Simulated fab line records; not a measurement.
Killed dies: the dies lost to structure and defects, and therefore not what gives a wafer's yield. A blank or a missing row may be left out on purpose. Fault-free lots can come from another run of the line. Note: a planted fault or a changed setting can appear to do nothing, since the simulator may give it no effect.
The tool behind it: which one? || flow sky130 || Sampling: 11 lots, 33 wafers, 5 of 708 route steps

== WHAT THE GAUGES SHOWED, per wafer ==
The record holds no reading of a measuring or inspecting step that can be judged against a usual standard deviation.

== TOOL THAT RAN EACH LOT (tool first, then ch and the chambers of the sampled wafers, then the start) ==
{"lot": "L613", "SKY_METAL3_STRIP_19": "plasma asher-03 ch 0,1, day 38 07:55", "SKY_VIA3_ETCH_15": "rie diel-03 ch 2,3, day 39 10:13", "SKY_VIA3_STRIP_16": "plasma asher-02 ch 0,1, day 39 10:16", "SKY_METAL4_SPUTTER_00": "pvd sputter-01, day 39 11:32", "SKY_PAD_OPEN_PROBE_99": "prober-02, day 45 15:43"}
{"lot": "L614", "SKY_METAL3_STRIP_19": "plasma asher-02 ch 0,1, day 38 16:51", "SKY_VIA3_ETCH_15": "rie diel-02 ch 0,3, day 39 19:07", "SKY_VIA3_STRIP_16": "plasma asher-01 ch 1, day 39 19:10", "SKY_METAL4_SPUTTER_00": "pvd sputter-03, day 39 20:26", "SKY_PAD_OPEN_PROBE_99": "prober-02, day 45 20:50"}
{"lot": "L615", "SKY_METAL3_STRIP_19": "plasma asher-03 ch 0,1, day 39 09:13", "SKY_VIA3_ETCH_15": "rie diel-01 ch 2,3, day 40 11:22", "SKY_VIA3_STRIP_16": "plasma asher-01 ch 0,1, day 40 11:27", "SKY_METAL4_SPUTTER_00": "pvd sputter-03, day 40 12:48", "SKY_PAD_OPEN_PROBE_99": "prober-01, day 46 10:58"}
{"lot": "L616", "SKY_METAL3_STRIP_19": "plasma asher-03 ch 0,1, day 39 10:30", "SKY_VIA3_ETCH_15": "rie diel-03 ch 0,1,2, day 40 12:31", "SKY_VIA3_STRIP_16": "plasma asher-04 ch 0,1, day 40 12:34", "SKY_METAL4_SPUTTER_00": "pvd sputter-01, day 40 13:52", "SKY_PAD_OPEN_PROBE_99": "prober-02, day 46 13:01"}
{"lot": "L617", "SKY_METAL3_STRIP_19": "plasma asher-02 ch 0,1, day 39 18:38", "SKY_VIA3_ETCH_15": "rie diel-03 ch 1,2,3, day 40 20:25", "SKY_VIA3_STRIP_16": "plasma asher-02 ch 0,1, day 40 20:28", "SKY_METAL4_SPUTTER_00": "pvd sputter-03, day 40 21:44", "SKY_PAD_OPEN_PROBE_99": "prober-01, day 46 18:28"}
{"lot": "L619", "SKY_METAL3_STRIP_19": "plasma asher-02 ch 0,1, day 40 14:47", "SKY_VIA3_ETCH_15": "rie diel-01 ch 0,2,3, day 41 16:19", "SKY_VIA3_STRIP_16": "plasma asher-01 ch 0,1, day 41 16:22", "SKY_METAL4_SPUTTER_00": "pvd sputter-02, day 41 17:38", "SKY_PAD_OPEN_PROBE_99": "prober-01, day 47 13:17"}
{"lot": "L621", "SKY_METAL3_STRIP_19": "plasma asher-02 ch 0,1, day 41 03:01", "SKY_VIA3_ETCH_15": "rie diel-02 ch 0,3, day 42 04:13", "SKY_VIA3_STRIP_16": "plasma asher-04 ch 0, day 42 04:16", "SKY_METAL4_SPUTTER_00": "pvd sputter-01, day 42 05:32", "SKY_PAD_OPEN_PROBE_99": "prober-01, day 47 22:23"}
{"lot": "L622", "SKY_METAL3_STRIP_19": "plasma asher-03 ch 0,1, day 41 07:10", "SKY_VIA3_ETCH_15": "rie diel-02 ch 1,2,3, day 42 08:31", "SKY_VIA3_STRIP_16": "plasma asher-01 ch 0,1, day 42 08:34", "SKY_METAL4_SPUTTER_00": "pvd sputter-01, day 42 09:52", "SKY_PAD_OPEN_PROBE_99": "prober-02, day 48 02:09"}
{"lot": "L623", "SKY_METAL3_STRIP_19": "plasma asher-01 ch 0,1, day 41 17:08", "SKY_VIA3_ETCH_15": "rie diel-01 ch 1,3, day 42 17:55", "SKY_VIA3_STRIP_16": "plasma asher-04 ch 0,1, day 42 17:58", "SKY_METAL4_SPUTTER_00": "pvd sputter-01, day 42 19:14", "SKY_PAD_OPEN_PROBE_99": "prober-01, day 48 08:56"}
{"lot": "L630", "SKY_METAL3_STRIP_19": "plasma asher-02 ch 0,1, day 43 14:59", "SKY_VIA3_ETCH_15": "rie diel-03 ch 0,3, day 44 15:01", "SKY_VIA3_STRIP_16": "plasma asher-04 ch 0,1, day 44 15:04", "SKY_METAL4_SPUTTER_00": "pvd sputter-01, day 44 16:19", "SKY_PAD_OPEN_PROBE_99": "prober-02, day 49 21:32"}
{"lot": "L634", "SKY_METAL3_STRIP_19": "plasma asher-02 ch 0, day 44 21:29", "SKY_VIA3_ETCH_15": "rie diel-03 ch 0,1,3, day 45 20:07", "SKY_VIA3_STRIP_16": "plasma asher-02 ch 0,1, day 45 20:10", "SKY_METAL4_SPUTTER_00": "pvd sputter-01, day 45 21:26", "SKY_PAD_OPEN_PROBE_99": "prober-02, day 50 19:11"}
- SKY_METAL3_STRIP_19: strips in O2/N2.
- SKY_VIA3_ETCH_15: etches SiO2 in C4F8/O2/Ar, stops on TiN, target depth 507 nm, time 78 s.
- SKY_VIA3_STRIP_16: strips in O2/N2.
- SKY_METAL4_SPUTTER_00: material Ti, target thk 15 nm, time 10 s.
- SKY_PAD_OPEN_PROBE_99

== AS READ BY THE TOOLS THEMSELVES (means over the sampled wafers that have a number; for cases with no such wafer, the mark the record gives instead) ==
SKY_METAL3_STRIP_19.
{"lot": "L613", "tool": "plasma asher-03", "drypump motor current A (A)": 5.6, "oes product au (a.u.)": 0.504, "strip time to endpoint s (s)": 6.60}
{"lot": "L614", "tool": "plasma asher-02", "drypump motor current A (A)": 5.2, "oes product au (a.u.)": 0.512, "strip time to endpoint s (s)": 6.60}
{"lot": "L615", "tool": "plasma asher-03", "drypump motor current A (A)": 5.9, "oes product au (a.u.)": 0.503, "strip time to endpoint s (s)": 6.62}
{"lot": "L616", "tool": "plasma asher-03", "drypump motor current A (A)": 5.6, "oes product au (a.u.)": 0.498, "strip time to endpoint s (s)": 6.45}
{"lot": "L617", "tool": "plasma asher-02", "drypump motor current A (A)": 5.2, "oes product au (a.u.)": 0.508, "strip time to endpoint s (s)": 6.67}
{"lot": "L619", "tool": "plasma asher-02", "drypump motor current A (A)": 5.6, "oes product au (a.u.)": 0.506, "strip time to endpoint s (s)": 6.56}
{"lot": "L621", "tool": "plasma asher-02", "drypump motor current A (A)": 5.2, "oes product au (a.u.)": 0.506, "strip time to endpoint s (s)": 6.50}
{"lot": "L622", "tool": "plasma asher-03", "drypump motor current A (A)": 5.6, "oes product au (a.u.)": 0.504, "strip time to endpoint s (s)": 6.54}
{"lot": "L623", "tool": "plasma asher-01", "drypump motor current A (A)": 5.8, "oes product au (a.u.)": 0.507, "strip time to endpoint s (s)": 6.64}
{"lot": "L630", "tool": "plasma asher-02", "drypump motor current A (A)": 5.7, "oes product au (a.u.)": 0.505, "strip time to endpoint s (s)": 6.55}
{"lot": "L634", "tool": "plasma asher-02", "drypump motor current A (A)": 6.0, "oes product au (a.u.)": 0.505, "strip time to endpoint s (s)": 6.56}

SKY_VIA3_ETCH_15.
{"lot": "L613", "tool": "rie diel-03", "oes product au (a.u.)": 0.946}
{"lot": "L614", "tool": "rie diel-02", "oes product au (a.u.)": 0.947}
{"lot": "L615", "tool": "rie diel-01", "oes product au (a.u.)": 0.952}
{"lot": "L616", "tool": "rie diel-03", "oes product au (a.u.)": 0.945}
{"lot": "L617", "tool": "rie diel-03", "oes product au (a.u.)": 0.949}
{"lot": "L619", "tool": "rie diel-01", "oes product au (a.u.)": 0.948}
{"lot": "L621", "tool": "rie diel-02", "oes product au (a.u.)": 0.945}
{"lot": "L622", "tool": "rie diel-02", "oes product au (a.u.)": 0.948}
{"lot": "L623", "tool": "rie diel-01", "oes product au (a.u.)": 0.918}
{"lot": "L630", "tool": "rie diel-03", "oes product au (a.u.)": 0.948}
{"lot": "L634", "tool": "rie diel-03", "oes product au (a.u.)": 0.943}

SKY_VIA3_STRIP_16.
{"lot": "L613", "tool": "plasma asher-02", "drypump motor current A (A)": 5.2, "oes product au (a.u.)": 0.403, "strip time to endpoint s (s)": 4.124}
{"lot": "L614", "tool": "plasma asher-01", "drypump motor current A (A)": 6.1, "oes product au (a.u.)": 0.404, "strip time to endpoint s (s)": 4.134}
{"lot": "L615", "tool": "plasma asher-01", "drypump motor current A (A)": 5.8, "oes product au (a.u.)": 0.402, "strip time to endpoint s (s)": 4.112}
{"lot": "L616", "tool": "plasma asher-04", "drypump motor current A (A)": 5.4, "oes product au (a.u.)": 0.402, "strip time to endpoint s (s)": 4.119}
{"lot": "L617", "tool": "plasma asher-02", "drypump motor current A (A)": 5.6, "oes product au (a.u.)": 0.401, "strip time to endpoint s (s)": 4.130}
{"lot": "L619", "tool": "plasma asher-01", "drypump motor current A (A)": 5.5, "oes product au (a.u.)": 0.401, "strip time to endpoint s (s)": 4.167}
{"lot": "L621", "tool": "plasma asher-04", "drypump motor current A (A)": 5.6, "oes product au (a.u.)": 0.401, "strip time to endpoint s (s)": 4.139}
{"lot": "L622", "tool": "plasma asher-01", "drypump motor current A (A)": 5.5, "oes product au (a.u.)": 0.403, "strip time to endpoint s (s)": 4.164}
{"lot": "L623", "tool": "plasma asher-04", "drypump motor current A (A)": 5.4, "oes product au (a.u.)": 0.404, "strip time to endpoint s (s)": 4.216}
{"lot": "L630", "tool": "plasma asher-04", "drypump motor current A (A)": 5.2, "oes product au (a.u.)": 0.403, "strip time to endpoint s (s)": 4.143}
{"lot": "L634", "tool": "plasma asher-02", "drypump motor current A (A)": 5.6, "oes product au (a.u.)": 0.400, "strip time to endpoint s (s)": 4.110}

SKY_METAL4_SPUTTER_00.
{"lot": "L613", "tool": "pvd sputter-01", "chamber pressure pa (Pa)": 0.4000, "throttle valve pct (%)": 30.4}
{"lot": "L614", "tool": "pvd sputter-03", "chamber pressure pa (Pa)": 0.3996, "throttle valve pct (%)": 29.6}
{"lot": "L615", "tool": "pvd sputter-03", "chamber pressure pa (Pa)": 0.4004, "throttle valve pct (%)": 29.6}
{"lot": "L616", "tool": "pvd sputter-01", "chamber pressure pa (Pa)": 0.4000, "throttle valve pct (%)": 29.0}
{"lot": "L617", "tool": "pvd sputter-03", "chamber pressure pa (Pa)": 0.3996, "throttle valve pct (%)": 29.2}
{"lot": "L619", "tool": "pvd sputter-02", "chamber pressure pa (Pa)": 0.4005, "throttle valve pct (%)": 29.9}
{"lot": "L621", "tool": "pvd sputter-01", "chamber pressure pa (Pa)": 0.4004, "throttle valve pct (%)": 28.0}
{"lot": "L622", "tool": "pvd sputter-01", "chamber pressure pa (Pa)": 0.4001, "throttle valve pct (%)": 29.3}
{"lot": "L623", "tool": "pvd sputter-01", "chamber pressure pa (Pa)": 0.4007, "throttle valve pct (%)": 30.9}
{"lot": "L630", "tool": "pvd sputter-01", "chamber pressure pa (Pa)": 0.3996, "throttle valve pct (%)": 29.6}
{"lot": "L634", "tool": "pvd sputter-01", "chamber pressure pa (Pa)": 0.3993, "throttle valve pct (%)": 28.7}

SKY_PAD_OPEN_PROBE_99.
{"lot": "L613", "tool": "prober-02", "defect limited yield (%)": 80.9, "killed_at_M0_to_M3": 48, "killed_at_M4_up": 3.7, "killed at contacts": 27, "killed at front end": 15, "killed at other": 0.0, "killed dies": 94, "killed on rim": 19, "killed open": 49, "killed short": 45, "sort_bin_3_pad_short (%)": 1.1, "sort_bin_5_function (%)": 11.2, "sort_bin_6_memory (%)": 6.7, "sort n pass": 398, "sort yield pct (%)": 80.9}
{"lot": "L614", "tool": "prober-02", "defect limited yield (%)": 85.3, "killed_at_M0_to_M3": 31, "killed_at_M4_up": 2.7, "killed at contacts": 23, "killed at front end": 16, "killed at other": 0.0, "killed dies": 72, "killed on rim": 11, "killed open": 41, "killed short": 31, "sort_bin_3_pad_short (%)": 0.9, "sort_bin_5_function (%)": 8.2, "sort_bin_6_memory (%)": 5.6, "sort n pass": 420, "sort yield pct (%)": 85.3}
{"lot": "L615", "tool": "prober-01", "defect limited yield (%)": 83.3, "killed_at_M0_to_M3": 48, "killed_at_M4_up": 1.3, "killed at contacts": 21, "killed at front end": 12, "killed at other": 0.0, "killed dies": 82, "killed on rim": 16, "killed open": 46, "killed short": 37, "sort_bin_3_pad_short (%)": 1.4, "sort_bin_5_function (%)": 9.4, "sort_bin_6_memory (%)": 5.9, "sort n pass": 410, "sort yield pct (%)": 83.3}
{"lot": "L616", "tool": "prober-02", "defect limited yield (%)": 84.1, "killed_at_M0_to_M3": 42, "killed_at_M4_up": 2.0, "killed at contacts": 21, "killed at front end": 13, "killed at other": 0.3, "killed dies": 78, "killed on rim": 16, "killed open": 43, "killed short": 34, "sort_bin_3_pad_short (%)": 0.5, "sort_bin_5_function (%)": 9.8, "sort_bin_6_memory (%)": 5.6, "sort n pass": 414, "sort yield pct (%)": 84.1}
{"lot": "L617", "tool": "prober-01", "defect limited yield (%)": 84.2, "killed_at_M0_to_M3": 40, "killed_at_M4_up": 1.7, "killed at contacts": 24, "killed at front end": 12, "killed at other": 0.0, "killed dies": 78, "killed on rim": 16, "killed open": 42, "killed short": 35, "sort_bin_3_pad_short (%)": 1.1, "sort_bin_5_function (%)": 8.4, "sort_bin_6_memory (%)": 6.3, "sort n pass": 414, "sort yield pct (%)": 84.2}
{"lot": "L619", "tool": "prober-01", "defect limited yield (%)": 82.4, "killed_at_M0_to_M3": 43, "killed_at_M4_up": 3.0, "killed at contacts": 27, "killed at front end": 14, "killed at other": 0.0, "killed dies": 87, "killed on rim": 18, "killed open": 49, "killed short": 38, "sort_bin_3_pad_short (%)": 1.1, "sort_bin_5_function (%)": 11.0, "sort_bin_6_memory (%)": 5.6, "sort n pass": 405, "sort yield pct (%)": 82.4}
{"lot": "L621", "tool": "prober-01", "defect limited yield (%)": 83.3, "killed_at_M0_to_M3": 45, "killed_at_M4_up": 2.3, "killed at contacts": 23, "killed at front end": 11, "killed at other": 0.7, "killed dies": 82, "killed on rim": 16, "killed open": 47, "killed short": 35, "sort_bin_3_pad_short (%)": 1.0, "sort_bin_5_function (%)": 9.2, "sort_bin_6_memory (%)": 6.5, "sort n pass": 410, "sort yield pct (%)": 83.3}
{"lot": "L622", "tool": "prober-02", "defect limited yield (%)": 81.0, "killed_at_M0_to_M3": 44, "killed_at_M4_up": 4.7, "killed at contacts": 28, "killed at front end": 17, "killed at other": 0.0, "killed dies": 93, "killed on rim": 15, "killed open": 51, "killed short": 43, "sort_bin_3_pad_short (%)": 0.6, "sort_bin_5_function (%)": 11.5, "sort_bin_6_memory (%)": 6.8, "sort n pass": 399, "sort yield pct (%)": 81.0}
{"lot": "L623", "tool": "prober-01", "defect limited yield (%)": 56.2, "killed_at_M0_to_M3": 171, "killed_at_M4_up": 4.0, "killed at contacts": 27, "killed at front end": 12, "killed at other": 0.3, "killed dies": 215, "killed on rim": 42, "killed open": 39, "killed short": 40, "sort_bin_3_pad_short (%)": 0.7, "sort_bin_5_function (%)": 37.4, "sort_bin_6_memory (%)": 5.7, "sort n pass": 277, "sort yield pct (%)": 56.2}
{"lot": "L630", "tool": "prober-02", "defect limited yield (%)": 83.0, "killed_at_M0_to_M3": 42, "killed_at_M4_up": 1.7, "killed at contacts": 22, "killed at front end": 18, "killed at other": 0.3, "killed dies": 84, "killed on rim": 12, "killed open": 53, "killed short": 30, "sort_bin_3_pad_short (%)": 0.9, "sort_bin_5_function (%)": 10.3, "sort_bin_6_memory (%)": 5.8, "sort n pass": 408, "sort yield pct (%)": 83.0}
{"lot": "L634", "tool": "prober-02", "defect limited yield (%)": 79.5, "killed_at_M0_to_M3": 53, "killed_at_M4_up": 3.0, "killed at contacts": 28, "killed at front end": 17, "killed at other": 0.7, "killed dies": 101, "killed on rim": 24, "killed open": 55, "killed short": 45, "sort_bin_3_pad_short (%)": 0.9, "sort_bin_5_function (%)": 12.9, "sort_bin_6_memory (%)": 6.6, "sort n pass": 391, "sort yield pct (%)": 79.5}

== THE ANSWER, worked out from the rows above alone ==
Rule: usual is defined by the lots themselves. The widest of any qualifying gaps counts: lots, ordered by their means at a reading, are off when they make up no more than a third of the lots, leave a main group of 4 or more, and stand apart from it by 3 or more times the standard deviation of that group's means. A main group whose means are all the same, to the digits that the tables above print for the reading, isn't used. A lot without any number at a reading at which 4 lots or more have one is off too. Where the step has rows for the other lots, those lots are counted as sound. The gauges are gone through in route order, then the tools' own readings, and for those a lot's mean is taken as printed above. The first step at which some lot is off is used, and at that step the reading that is off furthest; a lot without a number counts as furthest.
Off, at SKY_VIA3_ETCH_15 on oes product au: L623. The main group: mean 0.947 a.u., standard deviation 0.0024.
If a tool, at that step or one of the process steps before it, ran each lot that is off and ran no sound lot following the first of them, it fits. 2 tools fit, plasma asher-01 at SKY_METAL3_STRIP_19 and rie diel-01 at SKY_VIA3_ETCH_15, so this cannot tell which one it is.

== WHAT WAS PUT IN BY THE SIMULATOR ==
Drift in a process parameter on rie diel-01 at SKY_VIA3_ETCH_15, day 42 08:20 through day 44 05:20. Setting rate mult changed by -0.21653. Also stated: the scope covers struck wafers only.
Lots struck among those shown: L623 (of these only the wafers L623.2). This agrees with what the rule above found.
